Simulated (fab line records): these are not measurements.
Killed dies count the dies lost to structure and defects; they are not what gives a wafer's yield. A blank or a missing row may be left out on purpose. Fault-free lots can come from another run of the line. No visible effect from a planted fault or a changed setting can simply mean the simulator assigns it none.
One fault through the eyes of 2 desks :: flow gf180mcu :: each desk has only its own numbers; what lay behind them comes last

THE TOOL OWNER'S DESK: implanter-01
For each lot that ran on this tool, the mean over its sampled wafers that have a number, from the tool's own readings at GF_MVPSD_IMPLANT_08. Marked OUT: a lot whose mean sits more than 4 standard deviations from the usual mean, which makes it out of limits; the brackets give that distance.
Columns: A = dose ions cm2 at GF_MVPSD_IMPLANT_08, usual 1.5001e+13; B = end station pressure torr at GF_MVPSD_IMPLANT_08, usual 5.08e-06 Torr; C = faraday current uA at GF_MVPSD_IMPLANT_08, usual 84.5
lot: L123
first seen here: day 5 04:35
A: 1.5011e+13
B: 5.18e-06
C: 84.8

lot: L124
first seen here: day 5 09:28
A: 1.5019e+13
B: 5.28e-06
C: 84.9

lot: L125
first seen here: day 5 13:49
A: 1.4991e+13
B: 4.79e-06
C: 82.9

lot: L130
first seen here: day 6 17:00
A: 1.9181e+13 (+99 or more) OUT
B: 5.07e-06
C: 108.0 (+15) OUT

lot: L131
first seen here: day 6 21:32
A: 1.9176e+13 (+99 or more) OUT
B: 5.18e-06
C: 109.3 (+15) OUT

lot: L140
first seen here: day 9 15:28
A: 1.4995e+13
B: 5.24e-06
C: 83.9
Finding of this desk: L130, L131 out of limits; the first was L130 at day 6 17:00, on dose ions cm2 at GF_MVPSD_IMPLANT_08. L123, L124, L125, L140 stayed within limits.

THE METROLOGY DESK
What the gauges read for every lot (on any tool): the sampled wafers with a number, averaged. Marked OUT: a lot whose mean sits more than 4 standard deviations from the usual mean, which makes it out of limits; the brackets give that distance.
Columns: A = STI_OXIDATION_02_THK at GF_STI_THK_MEAS_30, usual 9.82 nm; B = MVPSD_TW at GF_MVPSD_TW_MEAS_11, usual 551; C = VT_IMPLANT_01_OVL at GF_VT_IMPLANT_OVL_MEAS_18, usual 1.8 nm; D = MVPSD_RS at GF_VT_IMPLANT_RS_MEAS_49, usual 1168.7 ohm/sq
lot: L123
first seen here: day 2 10:45
A: 9.77
B: 559
C: 3.9
D: 1168.9

lot: L124
first seen here: day 2 13:54
A: 9.69
B: 550
C: 1.2
D: 1170.3

lot: L125
first seen here: day 2 18:07
A: 10.13
B: 548
C: 0.9
D: 1171.3

lot: L130
first seen here: day 3 18:05
A: 9.59
B: 582 (+6.0) OUT
C: 3.4
D: 1034.7 (-46) OUT

lot: L131
first seen here: day 3 23:52
A: 9.72
B: 585 (+6.5) OUT
C: 4.2
D: 1033.1 (-47) OUT

lot: L135
first seen here: day 4 20:17
A: 9.98
B: 555
C: 2.4
D: 1171.3

lot: L136
first seen here: day 5 00:07
A: 9.69
B: 557
C: 3.9
D: 1169.6

lot: L138
first seen here: day 5 18:26
A: 9.70
B: 544
C: 0.7
D: 1168.9

lot: L140
first seen here: day 6 07:52
A: 9.53
B: 552
C: 0.9
D: 1169.9

lot: L141
first seen here: day 6 07:54
A: 9.95
B: 552
C: 0.3
D: 1171.0

lot: L142
first seen here: day 6 17:02
A: 9.67
B: 552
C: 2.8
D: 1168.8

lot: L146
first seen here: day 7 09:32
A: 9.89
B: 548
C: 0.9
D: 1165.7
This desk's finding: out of limits on L130, L131; first on L130, day 6 17:24 (MVPSD_TW at GF_MVPSD_TW_MEAS_11). L123, L124, L125, L135, L136, L138, L140, L141, L142, L146 stayed within limits.

ALL TOGETHER
The tool owner's desk could have raised an alarm at day 6 17:00, on L130, L131.
An alarm was possible from the metrology desk at day 6 17:24, on L130, L131.
Every lot named ran GF_MVPSD_IMPLANT_08 on implanter-01.

WHAT WAS PUT IN BY THE SIMULATOR
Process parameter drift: implanter-01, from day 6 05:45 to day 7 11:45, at GF_MVPSD_IMPLANT_08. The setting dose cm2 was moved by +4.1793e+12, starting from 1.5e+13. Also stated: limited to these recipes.
Struck lots among those shown: L130, L131.
Time in hours from fault onset to the first out-of-limits reading at each desk: tool owner's desk 11, metrology desk 12.
